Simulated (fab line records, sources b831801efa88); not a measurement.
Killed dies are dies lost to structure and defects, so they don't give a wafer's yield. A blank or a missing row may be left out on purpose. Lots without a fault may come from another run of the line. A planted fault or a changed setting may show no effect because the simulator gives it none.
A struck lot beside a sound one | flow sky130 | 14 steps out of a route of 708
Sound: wafers L503.3, L503.4, L503.5. Struck: wafers L516.1, L516.2, L516.6. The cause comes at the end.
At each step with rows: each side's tool, then ch and its chambers, then its first start. Under that, the readings that differ: sound wafers | struck wafers | difference of the means | sigmas: that difference in standard deviations of wafers without a fault.
alike: readings whose means differ by less than 2 such deviations, and words and numbers that are the same on both sides. not compared: withheld readings, readings that some wafer has no value for, bounds like >300 that may hide the same value, and numbers for which the record gives no deviation and whose values overlap.
The two part at a step that has a row with sigmas, a row that says differs or no value, or rows on one side only. Numbers that don't overlap but have no deviation are shown without sigmas and don't part them. A reading that every wafer of one side lacks parts them only if that side has two wafers or more.

SKY_METAL2_SPUTTER_02: material AlCu, target thk 250 nm, time 12.9 s.
  sound on pvd_sputter-01, day 36 17:39; struck on pvd_sputter-02, day 40 20:22
  alike: chamber_pressure_pa, throttle_valve_pct
SKY_METAL2_SPUTTER_03: material Ti, target thk 5 nm, time 3.3 s.
  sound on pvd_sputter-01, day 36 17:40; struck on pvd_sputter-02, day 40 20:23
  alike: chamber_pressure_pa, throttle_valve_pct
SKY_METAL2_SPUTTER_04: material TiN, target thk 70 nm, time 58.3 s.
  sound on pvd_sputter-01, day 36 17:41; struck on pvd_sputter-02, day 40 20:25
  alike: chamber_pressure_pa, throttle_valve_pct
SKY_METAL2_RS_MEAS_05: measures by four-point-probe.
  sound on film_metro-04, day 36 17:47; struck on film_metro-02, day 40 20:28
  alike: METAL2_ALCU_RS
SKY_METAL2_THK_MEAS_06: measures by xrf.
  sound on film_metro-04, day 36 17:53; struck on film_metro-02, day 40 20:35
  alike: METAL2_ALCU_THK
then, 7 steps without rows for these wafers: SKY_METAL2_DEHYDRATE_07 (time 60 s); SKY_METAL2_HMDS_08 (prime time 60 s); SKY_METAL2_COAT_09 (resist thk 60 nm); SKY_METAL2_COAT_10 (resist thk 450 nm); SKY_METAL2_SOFTBAKE_11 (time 90 s); SKY_METAL2_EXPOSE_12 (exposes mask MM2, target cd 140 nm); SKY_METAL2_PEB_13.
SKY_METAL2_DEVELOP_14: develop time 60 s.
  sound on litho_track-01 ch 0, day 37 19:00; struck on litho_track-03, day 41 20:00
  no value came back on the struck wafers for chill_plate_temp_C (C), develop_time_s (s); on the sound wafers chill_plate_temp_C (C) reads 23.15 22.84 22.71
  reading                                       | sound             | struck            | difference | sigmas
  model.KrF-thick_of_METAL2_COAT_10.thk_nm (nm) | 438.6 436.7 436.8 | 447.1 446.7 448.3 | +10.0      |
SKY_METAL2_CD_MEAS_15: target cd 140 nm.
  sound on cd_sem-02, day 37 19:41; struck on cd_sem-01, day 41 20:27
  reading    | sound             | struck | difference                    | sigmas
  cd_nm (nm) | 136.4 136.4 136.7 | - - -  | no value on the struck wafers |

WHERE THEY PART
First at SKY_METAL2_DEVELOP_14; last, within this record, at SKY_METAL2_CD_MEAS_15.

WHY: what the simulator had put in
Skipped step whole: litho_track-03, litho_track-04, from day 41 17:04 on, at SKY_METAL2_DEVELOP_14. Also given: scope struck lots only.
